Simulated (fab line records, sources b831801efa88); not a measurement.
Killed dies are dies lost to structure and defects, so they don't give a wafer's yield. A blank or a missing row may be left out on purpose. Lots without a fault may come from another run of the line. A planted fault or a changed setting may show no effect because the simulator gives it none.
fab line records | flow sky130
record lots=14 wafers=42 last_day=50
route steps=708 shown POLY_GATE@227 LDD_N@244 LDD_HVP@282 SPACER@305
lots that met no fault: from a run of the same line without faults
start_h: hours from the record's first day to the start of the lot's first wafer shown | wait_h: hours since the lot's step before | " the same as in the row above | L1.1+2: a row that stands for several wafers | - no value, or no start given | * or withheld: withheld | < > ~ a bound
route shown NAME@n: a module of which the file shows steps, and the number in the route of the first | usual: mean/standard deviation of fault-free wafers | same: alike in all rows | chamber/n: place in a boat | sites: the reading at each site | _std_site: their standard deviation | _edge_site: outer sites' mean less inner sites' | radius_mm: how far each site lies from the wafer's centre | mask NAME#n: copy n | behind: the tool/chamber that last shaped the wafer | hold: why the lot was held/for how many hours/how that ended | device: the transistor (n, p or np) that didn't switch | end of line: the same wafers' tests at the end of the route | a step without rows: its recipe alone | killed: dies lost to structure and defects at the first sort, not the wafer's yield | map: a wafer's dies, x killed, . not, _ none there
set.NAME: the setting as run; set.NAME@STEP: as run at that earlier step | model.NAME: the simulator's own value behind a step, which no gauge read
steps of the route over a sample of lots; a table a step, a row a wafer
services: from which hour (start_h, from the record's first day; less than 0 if before it) a tool's chamber was out of use, for how many hours, and why
## steps
# step SKY_POLY_GATE_CD_MEAS_13
# recipe target_cd_nm=150
# usual cd_nm=149.5/1.4
# columns lot.wafer tool chamber start_h wait_h cd_nm
L875.1 cd_sem-01 - 380.56 - 147.8
L875.2 " - " " 148.7
L875.6 " - " " 147.3
L877.2 cd_sem-01 - 394.83 - 150.5
L877.3 " - " " 151.2
L877.4 " - " " 148.6
L876.3 cd_sem-02 - 395.17 - 152.5
L876.4 " - " " 151.5
L876.5 " - " " 151.2
L878.1 cd_sem-02 - 410.18 - 150.6
L878.3 " - " " 149.4
L878.6 " - " " 150.2
L879.3 cd_sem-02 - 419.83 - 149.4
L879.4 " - " " 148.9
L879.6 " - " " 149.2
L880.3 cd_sem-02 - 425.12 - 149.0
L880.5 " - " " 148.9
L880.6 " - " " 149.4
L883.2 cd_sem-01 - 447.85 - 150.7
L883.3 " - " " 150.5
L883.5 " - " " 150.8
L885.1 cd_sem-02 - 475.50 - 148.5
L885.4 " - " " 149.7
L885.6 " - " " 149.9
L886.2 cd_sem-02 - 482.21 - 148.9
L886.3 " - " " 148.6
L886.4 " - " " 149.1
L888.1 cd_sem-01 - 491.89 - 149.5
L888.4 " - " " 151.1
L888.6 " - " " 150.5
L889.1 cd_sem-02 - 498.73 - 145.5
L889.3 " - " " 145.4
L889.4 " - " " 145.8
L891.3 cd_sem-01 - 513.92 - 148.9
L891.5 " - " " 149.2
L891.6 " - " " 148.9
L892.1 cd_sem-01 - 528.04 - 149.3
L892.4 " - " " 150.6
L892.5 " - " " 149.1
L896.1 cd_sem-01 - 554.08 - 150.2
L896.4 " - " " 150.5
L896.6 " - " " 151.1
# step SKY_LDD_N_OVL_MEAS_07
# usual LDD_N_OVL=-0.4/1.4
# columns lot.wafer tool chamber start_h wait_h LDD_N_OVL[nm]
L875.1 overlay-01 - 411.06 0.1 -2.4
L875.2 " - " " -1.1
L875.6 " - " " -2.5
L877.2 overlay-02 - 428.21 0.1 -2.1
L877.3 " - " " -2.5
L877.4 " - " " -0.3
L876.3 overlay-01 - 428.52 0.1 0.5
L876.4 " - " " -0.2
L876.5 " - " " 1.8
L878.1 overlay-02 - 445.86 0.1 -1.5
L878.3 " - " " -1.2
L878.6 " - " " -0.8
L879.3 overlay-02 - 453.67 0.1 -3.0
L879.4 " - " " -2.3
L879.6 " - " " -1.5
L880.3 overlay-02 - 458.47 0.1 0.8
L880.5 " - " " 0.5
L880.6 " - " " -0.5
L883.2 overlay-01 - 480.24 0.1 -2.6
L883.3 " - " " -0.6
L883.5 " - " " -3.1
L885.1 overlay-01 - 507.41 0.1 1.1
L885.4 " - " " 0.3
L885.6 " - " " 0.2
L886.2 overlay-01 - 513.71 0.1 1.7
L886.3 " - " " 0.2
L886.4 " - " " 0.5
L888.1 overlay-02 - 523.96 0.1 -1.7
L888.4 " - " " -2.7
L888.6 " - " " -2.4
L889.1 overlay-02 - 530.67 0.1 -2.4
L889.3 " - " " -1.7
L889.4 " - " " -2.1
L891.3 overlay-02 - 545.37 0.1 2.4
L891.5 " - " " 1.7
L891.6 " - " " 1.3
L892.1 overlay-02 - 559.77 0.1 -2.5
L892.4 " - " " -1.0
L892.5 " - " " -0.9
L896.1 overlay-02 - 584.74 0.1 -0.4
L896.4 " - " " 1.2
L896.6 " - " " -1.4
# step SKY_LDD_HVP_EXPOSE_04
# recipe mask_id=HVPTM na=0.6 source_shape=conventional sigma_outer=0.6 polarization=unpolarized target_cd_nm=700 dose_mj=86
# usual exposure_dose_mJ_cm2=85.98/0.097 focus_offset_nm=0.0/0.48 na=0.6/0 stage_vel_mm_s=500.02/0.22
# columns lot.wafer tool chamber start_h wait_h mask exposure_dose_mJ_cm2 focus_offset_nm na stage_vel_mm_s
L875.1 iline_stepper-02 0 488.76 - HVPTM#0 86.18 0.1 0.6 499.66
L875.2 " 0 " " HVPTM#0 85.94 -0.5 0.6 500.10
L875.6 " 0 " " HVPTM#0 85.91 -0.1 0.6 500.10
L877.2 iline_stepper-02 0 506.53 - HVPTM#0 85.95 -0.1 0.6 499.89
L877.3 " 0 " " HVPTM#0 86.15 0.2 0.6 499.45
L877.4 " 0 " " HVPTM#0 85.96 0.1 0.6 499.98
L876.3 iline_stepper-02 0 506.76 - HVPTM#0 86.06 0.0 0.6 499.75
L876.4 " 0 " " HVPTM#0 85.94 0.4 0.6 500.27
L876.5 " 0 " " HVPTM#0 86.14 0.9 0.6 500.11
L878.1 iline_stepper-02 0 524.56 - HVPTM#0 86.05 0.2 0.6 500.19
L878.3 " 0 " " HVPTM#0 86.00 0.8 0.6 499.53
L878.6 " 0 " " HVPTM#0 86.04 0.9 0.6 500.02
L879.3 iline_stepper-02 0 531.66 - HVPTM#0 85.86 0.3 0.6 500.42
L879.4 " 0 " " HVPTM#0 86.11 -0.2 0.6 499.96
L879.6 " 0 " " HVPTM#0 86.06 0.1 0.6 500.07
L880.3 iline_stepper-01 0 536.39 - HVPTM#0 86.08 1.0 0.6 500.09
L880.5 " 0 " " HVPTM#0 86.00 -0.6 0.6 500.21
L880.6 " 0 " " HVPTM#0 86.18 -0.2 0.6 499.86
L883.2 iline_stepper-02 0 557.75 - HVPTM#0 85.91 -0.5 0.6 499.93
L883.3 " 0 " " HVPTM#0 85.94 -0.5 0.6 499.87
L883.5 " 0 " " HVPTM#0 86.03 -1.1 0.6 500.16
L885.1 iline_stepper-02 0 583.54 - HVPTM#0 86.05 -0.3 0.6 499.78
L885.4 " 0 " " HVPTM#0 85.90 -0.4 0.6 500.05
L885.6 " 0 " " HVPTM#0 86.08 -0.3 0.6 499.82
L886.2 iline_stepper-02 0 590.30 - HVPTM#0 85.93 1.0 0.6 500.55
L886.3 " 0 " " HVPTM#0 85.87 0.0 0.6 499.96
L886.4 " 0 " " HVPTM#0 85.91 0.2 0.6 500.43
L888.1 iline_stepper-02 0 600.31 - HVPTM#0 85.94 -0.2 0.6 499.93
L888.4 " 0 " " HVPTM#0 86.09 0.3 0.6 499.80
L888.6 " 0 " " HVPTM#0 85.96 0.2 0.6 499.76
L889.1 iline_stepper-02 0 605.99 - HVPTM#0 85.85 -0.6 0.6 499.98
L889.3 " 0 " " HVPTM#0 86.02 -0.1 0.6 499.65
L889.4 " 0 " " HVPTM#0 85.96 -0.2 0.6 499.86
L891.3 iline_stepper-01 - 620.98 - HVPTM#0 - - - -
L891.5 " - " " HVPTM#0 - - - -
L891.6 " - " " HVPTM#0 - - - -
L892.1 iline_stepper-02 - 634.23 - HVPTM#0 - - - -
L892.4 " - " " HVPTM#0 - - - -
L892.5 " - " " HVPTM#0 - - - -
L896.1 iline_stepper-01 0 659.64 - HVPTM#0 86.02 0.0 0.6 500.05
L896.4 " 0 " " HVPTM#0 85.92 0.8 0.6 500.23
L896.6 " 0 " " HVPTM#0 85.87 -0.4 0.6 499.75
# step SKY_SPACER_THK_MEAS_01
# recipe reads=Si3N4_of_SPACER_CVD_00
# usual SPACER_CVD_00_THK=43.2/0.36
# columns lot.wafer tool chamber start_h wait_h SPACER_CVD_00_THK[nm]
L875.1 film_metro-01 - 536.40 0.0 43.0
L875.2 " - " " 43.2
L875.6 " - " " 43.8
L877.2 film_metro-01 - 553.30 0.0 43.5
L877.3 " - " " 43.5
L877.4 " - " " 43.6
L876.3 film_metro-02 - 554.52 0.0 43.3
L876.4 " - " " 43.6
L876.5 " - " " 43.6
L878.1 film_metro-02 - 571.24 0.0 43.0
L878.3 " - " " 42.9
L878.6 " - " " 42.8
L879.3 film_metro-04 - 580.40 0.0 43.8
L879.4 " - " " 44.0
L879.6 " - " " 43.9
L880.3 film_metro-04 - 582.97 0.0 42.7
L880.5 " - " " 43.1
L880.6 " - " " 42.5
L883.2 film_metro-01 - 604.69 0.0 43.0
L883.3 " - " " 43.6
L883.5 " - " " 42.9
L885.1 film_metro-04 - 629.06 0.0 43.0
L885.4 " - " " 43.0
L885.6 " - " " 43.0
L886.2 film_metro-02 - 636.25 0.0 43.2
L886.3 " - " " 44.1
L886.4 " - " " 43.8
L888.1 film_metro-01 - 646.20 0.0 43.6
L888.4 " - " " 43.4
L888.6 " - " " 42.9
L889.1 film_metro-02 - 650.99 0.0 43.8
L889.3 " - " " 43.0
L889.4 " - " " 43.4
L891.3 film_metro-01 - 666.37 0.0 43.3
L891.5 " - " " 43.1
L891.6 " - " " 43.1
L892.1 film_metro-04 - 679.08 0.0 42.8
L892.4 " - " " 42.8
L892.5 " - " " 43.1
L896.1 film_metro-01 - 705.85 0.0 43.8
L896.4 " - " " 43.9
L896.6 " - " " 43.7
## services
# columns tool chamber start_h hours kind
iline_stepper-02 - 500.00 2.1 pm
iline_stepper-02 - 502.08 - consumable_replace:lamp
iline_stepper-01 - 542.93 19.4 repair
iline_stepper-01 0 554.09 - calibration
iline_stepper-01 - 562.36 1.7 pm
iline_stepper-02 0 631.72 - calibration
iline_stepper-02 - 654.34 1.7 pm
## key
first_sign step=SKY_LDD_HVP_EXPOSE_04 reading=tool_record direction=missing
effect none on later readings
met_at SKY_LDD_HVP_EXPOSE_04
struck_lots L891,L892
sort_left_out L891.3,L891.5,L891.6,L892.1,L892.4,L892.5
tester_left_out L891,L892
not_acting_at SKY_POLY_GATE_CD_MEAS_13,SKY_LDD_N_OVL_MEAS_07,SKY_SPACER_THK_MEAS_01
onset_between 605.99 620.98
fault kind=skipped_step_whole tool=iline_stepper-01,iline_stepper-02 chamber=- onset_h=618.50 steps=SKY_LDD_HVP_EXPOSE_04 scope=struck_lots_only
# tester_left_out: of these lots the tester's yield and bins aren't shown, on N5 and GAA mostly nor the transistor test; their killed dies are dies lost to structure and defects alone, not to doping, threshold or leakage, so they don't give the yield
# sort_left_out: the simulated sort isn't trusted on such a fault, so these wafers' sort isn't shown, and their yield isn't known
